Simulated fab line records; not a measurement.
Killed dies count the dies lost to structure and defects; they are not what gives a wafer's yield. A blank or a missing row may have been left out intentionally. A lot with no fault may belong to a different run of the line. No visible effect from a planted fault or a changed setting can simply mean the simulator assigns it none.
Which of the tools did it?    flow sky130    14 lots, 42 wafers sampled, at 4 steps of a route of 708

## WHAT THE GAUGES READ, wafer by wafer
SKY_LDD_N_TW_MEAS_17. Usual: LDD_N_TW 2594, standard deviation 24.
lot   measured      on             LDD_N_TW        flag
L739  day 17 09:37  film-metro-04  2623 2619 2627  
L742  day 18 06:35  film-metro-02  2593 2585 2586  
L741  day 18 06:53  film-metro-04  2627 2623 2605  
L743  day 18 21:12  film-metro-02  2607 2592 2593  
L745  day 20 14:15  film-metro-02  2604 2596 2599  
L748  day 21 02:46  film-metro-02  2596 2611 2600  
L750  day 21 17:12  film-metro-02  2601 2595 2585  
L756  day 23 23:30  film-metro-03  2557 2559 2544  
L757  day 24 02:16  film-metro-02  2608 2621 2609  
L758  day 24 17:02  film-metro-04  2602 2608 2606  
L759  day 24 22:55  film-metro-03  2555 2577 2555  
L760  day 25 01:19  film-metro-04  2617 2614 2624  
L761  day 25 11:04  film-metro-03  2562 2565 2564  
L762  day 25 22:10  film-metro-02  2600 2609 2595  

SKY_LDD_HVN_OVL_MEAS_07. Usual: LDD_HVN_OVL -0.4 nm, standard deviation 1.4.
lot   measured      on          LDD_HVN_OVL (nm)  flag
L739  day 19 22:55  overlay-02  -2.7 -2.6 -0.9    
L742  day 20 19:36  overlay-02  -3.0 -2.7 -0.7    
L741  day 20 20:16  overlay-01  -1.1 -0.1 -1.5    
L743  day 21 11:50  overlay-02  -1.1 0.8 -0.2     
L745  day 23 02:43  overlay-02  1.0 -0.5 -0.7     
L748  day 23 15:02  overlay-02  -1.3 0.8 0.5      
L750  day 24 05:16  overlay-02  -0.5 2.2 -0.4     
L756  day 26 08:52  overlay-02  1.8 1.7 -0.3      
L757  day 26 12:33  overlay-01  -1.4 -0.5 1.4     
L758  day 27 02:37  overlay-01  2.7 1.0 0.3       
L759  day 27 07:31  overlay-02  -2.0 -2.3 -2.1    
L760  day 27 10:36  overlay-01  1.8 -0.2 -0.9     
L761  day 27 19:52  overlay-02  -0.1 -4.2 0.5     
L762  day 28 06:16  overlay-01  -1.2 -0.1 0.8     

SKY_POLY_CUT_OVL_MEAS_09. Usual: POLY_CUT_OVL 4 nm, standard deviation 6.2.
lot   measured      on          POLY_CUT_OVL (nm)  flag
L739  day 23 19:46  overlay-01  8 4 0              
L742  day 24 16:10  overlay-02  -3 -4 -4           
L741  day 24 16:07  overlay-01  11 8 8             
L743  day 25 08:26  overlay-02  -4 5 -1            
L745  day 26 21:28  overlay-02  4 3 2              
L748  day 27 07:19  overlay-02  11 11 9            
L750  day 27 21:34  overlay-01  12 7 12            
L756  day 29 22:19  overlay-02  9 16 17            
L757  day 30 02:31  overlay-02  1 -10 5            
L758  day 30 17:17  overlay-01  6 10 7             
L759  day 30 21:28  overlay-02  2 0 1              
L760  day 30 22:43  overlay-01  -1 2 7             
L761  day 31 11:46  overlay-02  -3 3 -9            
L762  day 31 20:16  overlay-01  11 6 -5            

## WHAT TOOL EACH LOT RAN ON (gives the tool, then ch and the chambers of the sampled wafers, and finally the start)
lot   SKY_LDD_LDN_IMPLANT_08
L739  implanter-04 ch 0, day 22 12:09
L742  implanter-01 ch 0, day 23 08:20
L741  implanter-03 ch 0, day 23 08:46
L743  implanter-04 ch 0, day 24 00:57
L745  implanter-01 ch 0, day 25 14:16
L748  implanter-01 ch 0, day 26 00:52
L750  implanter-01 ch 0, day 26 15:36
L756  implanter-04 ch 0, day 28 16:23
L757  implanter-03 ch 0, day 28 20:51
L758  implanter-04 ch 0, day 29 10:54
L759  implanter-04 ch 0, day 29 15:13
L760  implanter-04 ch 0, day 29 17:16
L761  implanter-03 ch 0, day 30 04:03
L762  implanter-03 ch 0, day 30 14:04
- SKY_LDD_LDN_IMPLANT_08

## WHAT THE TOOLS THEMSELVES READ (means of the sampled wafers that have a number; where no wafer has one, the mark that the record gives instead)
SKY_LDD_LDN_IMPLANT_08. Usual: dose-ions-cm2 1.2501e+13, standard deviation 1.4e+10; faraday-current-uA 70.7, standard deviation 1.3; rotation-deg 23.004 degrees, standard deviation 0.021.
lot   tool          dose-ions-cm2  faraday-current-uA  rotation-deg (degrees)  flag
L739  implanter-04  1.2503e+13     70.3                22.964                  
L742  implanter-01  1.2512e+13     70.5                23.014                  
L741  implanter-03  1.2509e+13     70.8                23.031                  
L743  implanter-04  1.2510e+13     70.8                23.001                  
L745  implanter-01  1.2499e+13     70.9                23.000                  
L748  implanter-01  1.1809e+13     66.1                23.009                  OFF
L750  implanter-01  1.1821e+13     66.0                23.005                  OFF
L756  implanter-04  1.2501e+13     71.7                23.009                  
L757  implanter-03  1.2488e+13     72.2                23.024                  
L758  implanter-04  1.2504e+13     70.9                23.029                  
L759  implanter-04  1.2484e+13     71.2                23.021                  
L760  implanter-04  1.2503e+13     69.3                23.016                  
L761  implanter-03  1.2496e+13     70.4                22.994                  
L762  implanter-03  1.2479e+13     70.7                22.989                  

## THE ANSWER, worked out from the rows above alone
Rule: a lot counts as off when the mean over its wafers that have a number is more than 3 standard deviations away from the usual mean. Also off: a lot with no number at a reading for which 4 or more lots have one. The other lots that the step has rows for count as sound. After the gauges, taken in route order, come the tools' own readings; for these a lot's mean is taken, as printed above. At the first step where some lot is off, the reading lying furthest off is the one used; lots without a number count as furthest.
Off: L748, L750, at SKY_LDD_LDN_IMPLANT_08 (dose-ions-cm2).
A tool fits if, at that step or a process step before it, it ran every lot that is off, and no sound lot after the first of them. One fits: SKY_LDD_LDN_IMPLANT_08 on implanter-01. A fault onset in the window from L745 (day 25 14:16, its last sound lot) to L748 (day 26 00:52, its first lot off) fits.
The tool's own readings at SKY_LDD_LDN_IMPLANT_08 bear it out: on the lots that are off they differ by more than 5 times the standard deviation of the sound lots' means. dose-ions-cm2 reads 1.1815e+13 there against 1.2499e+13 on the sound lots; faraday-current-uA reads 66.0 there against 70.8 on the sound lots.

## WHAT THE SIMULATOR HAD INSERTED
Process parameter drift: implanter-01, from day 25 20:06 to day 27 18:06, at SKY_LDD_LDN_IMPLANT_08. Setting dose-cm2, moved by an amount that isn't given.
Shown lots that were struck: L748, L750. Same finding as the rule above.
